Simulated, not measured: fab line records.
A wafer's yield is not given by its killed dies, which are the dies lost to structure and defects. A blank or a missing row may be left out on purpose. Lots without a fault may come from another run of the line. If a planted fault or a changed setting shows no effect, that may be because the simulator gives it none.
Shared-tool check + flow sky130 + 36 wafers sampled across 12 lots

REASON FOR OPENING
At SKY_PAD_OPEN_BOW_MEAS_13 the reading PAD_OPEN_BOW is flagged on 2 of 12 lots. No-fault wafers: 49 um, standard deviation 8.4.
Rule: a lot gets a flag if all its wafers with a number sit over 4 standard deviations from that mean, or if no wafer of it has a number. The rest of the lots are taken to be sound.

| lot  | measured     | on           | PAD_OPEN_BOW (um), wafer by wafer | flag    |
|------|--------------|--------------|-----------------------------------|---------|
| L591 | day 45 15:07 | filmMetro-01 | 48 54 56                          |         |
| L592 | day 46 02:29 | filmMetro-02 | 31 38 44                          |         |
| L595 | day 46 22:01 | filmMetro-01 | 41 57 50                          |         |
| L596 | day 47 03:22 | filmMetro-04 | 53 46 53                          |         |
| L599 | day 47 21:20 | filmMetro-02 | 56 37 52                          |         |
| L600 | day 48 03:30 | filmMetro-01 | 33 48 32                          |         |
| L607 | day 50 14:25 | filmMetro-04 | 114 109 108                       | FLAGGED |
| L609 | day 50 17:28 | filmMetro-04 | 59 40 56                          |         |
| L608 | day 50 18:15 | filmMetro-01 | 103 98 100                        | FLAGGED |
| L611 | day 50 19:01 | filmMetro-01 | 41 41 47                          |         |
| L610 | day 50 19:46 | filmMetro-02 | 52 52 54                          |         |
| L613 | day 50 21:49 | filmMetro-04 | 49 46 43                          |         |
On average the flagged lots' numbers are 105 um, which is +56 um against the usual, or +7 standard deviations.

WHICH TOOL RAN EACH LOT
3 process steps preceding the reading are held in the record, out of 708 steps in the route. Every cell lists first the tool, next ch and the chambers used by the sampled wafers, and last the start.
| lot  | flag    | SKY_METAL1_SPUTTER_01       | SKY_METAL2_SPUTTER_04       | SKY_PAD_OPEN_ANNEAL_12        |
|------|---------|-----------------------------|-----------------------------|-------------------------------|
| L591 |         | pvdSputter-03, day 31 09:28 | pvdSputter-02, day 33 18:41 | furnace-01 ch 0, day 45 13:37 |
| L592 |         | pvdSputter-01, day 32 04:44 | pvdSputter-02, day 34 13:58 | furnace-02 ch 0, day 46 00:58 |
| L595 |         | pvdSputter-01, day 33 05:29 | pvdSputter-04, day 35 12:52 | furnace-01 ch 0, day 46 20:31 |
| L596 |         | pvdSputter-01, day 33 13:26 | pvdSputter-02, day 35 22:01 | furnace-02 ch 0, day 47 01:52 |
| L599 |         | pvdSputter-03, day 34 18:23 | pvdSputter-02, day 37 01:14 | furnace-01 ch 0, day 47 19:47 |
| L600 |         | pvdSputter-03, day 34 21:11 | pvdSputter-02, day 37 05:11 | furnace-02 ch 0, day 48 01:59 |
| L607 | FLAGGED | pvdSputter-01, day 38 14:19 | pvdSputter-04, day 40 18:26 | furnace-01, day 50 12:55      |
| L609 |         | pvdSputter-03, day 38 15:24 | pvdSputter-03, day 40 19:52 | furnace-02 ch 0, day 50 15:58 |
| L608 | FLAGGED | pvdSputter-02, day 38 15:14 | pvdSputter-02, day 40 19:44 | furnace-01, day 50 16:45      |
| L611 |         | pvdSputter-01, day 38 15:42 | pvdSputter-02, day 40 20:02 | furnace-02 ch 0, day 50 17:28 |
| L610 |         | pvdSputter-01, day 38 16:43 | pvdSputter-04, day 40 20:50 | furnace-01 ch 0, day 50 18:15 |
| L613 |         | pvdSputter-01, day 38 17:56 | pvdSputter-02, day 40 21:56 | furnace-02 ch 0, day 50 20:19 |
What the steps here do:
- SKY_METAL1_SPUTTER_01: material TiN, target thk 20 nm, time 16.7 s.
- SKY_METAL2_SPUTTER_04: material TiN, target thk 70 nm, time 58.3 s.
- SKY_PAD_OPEN_ANNEAL_12
- SKY_PAD_OPEN_BOW_MEAS_13

FLAGGED AGAINST TOTAL, ONE TOOL AT A TIME (gauges that did the reading follow at the end)
| step                     | tool          | lots run | flagged | share of the flagged lots | sound lots run after its first flagged lot |
|--------------------------|---------------|----------|---------|---------------------------|--------------------------------------------|
| SKY_METAL1_SPUTTER_01    | pvdSputter-01 | 7        | 1       | some                      | 3 (L611,L610,L613)                         |
| SKY_METAL1_SPUTTER_01    | pvdSputter-02 | 1        | 1       | some                      | 0                                          |
| SKY_METAL1_SPUTTER_01    | pvdSputter-03 | 4        | 0       | none                      | -                                          |
| SKY_METAL2_SPUTTER_04    | pvdSputter-02 | 8        | 1       | some                      | 2 (L611,L613)                              |
| SKY_METAL2_SPUTTER_04    | pvdSputter-03 | 1        | 0       | none                      | -                                          |
| SKY_METAL2_SPUTTER_04    | pvdSputter-04 | 3        | 1       | some                      | 1 (L610)                                   |
| SKY_PAD_OPEN_ANNEAL_12   | furnace-01    | 6        | 2       | all                       | 1 (L610)                                   |
| SKY_PAD_OPEN_ANNEAL_12   | furnace-02    | 6        | 0       | none                      | -                                          |
| SKY_PAD_OPEN_BOW_MEAS_13 | filmMetro-01  | 5        | 1       | some                      | 1 (L611)                                   |
| SKY_PAD_OPEN_BOW_MEAS_13 | filmMetro-02  | 3        | 0       | none                      | -                                          |
| SKY_PAD_OPEN_BOW_MEAS_13 | filmMetro-04  | 4        | 1       | some                      | 2 (L609,L613)                              |

WHAT THE TABLE PERMITS
All flagged lots share 1 row of the table, namely furnace-01 at SKY_PAD_OPEN_ANNEAL_12.
- furnace-01 at SKY_PAD_OPEN_ANNEAL_12: 2 of its 6 lots flagged. Sound lots followed the first flagged one (L610) on it, something a lasting fault affecting the whole tool could not allow. On the flagged lots its readings are blank where sound lots have values: rampDownCPerMin, rampUpCPerMin.
No row of the table ran every flagged lot and no sound lot after the first.

WHAT THE SIMULATOR HAD INSERTED
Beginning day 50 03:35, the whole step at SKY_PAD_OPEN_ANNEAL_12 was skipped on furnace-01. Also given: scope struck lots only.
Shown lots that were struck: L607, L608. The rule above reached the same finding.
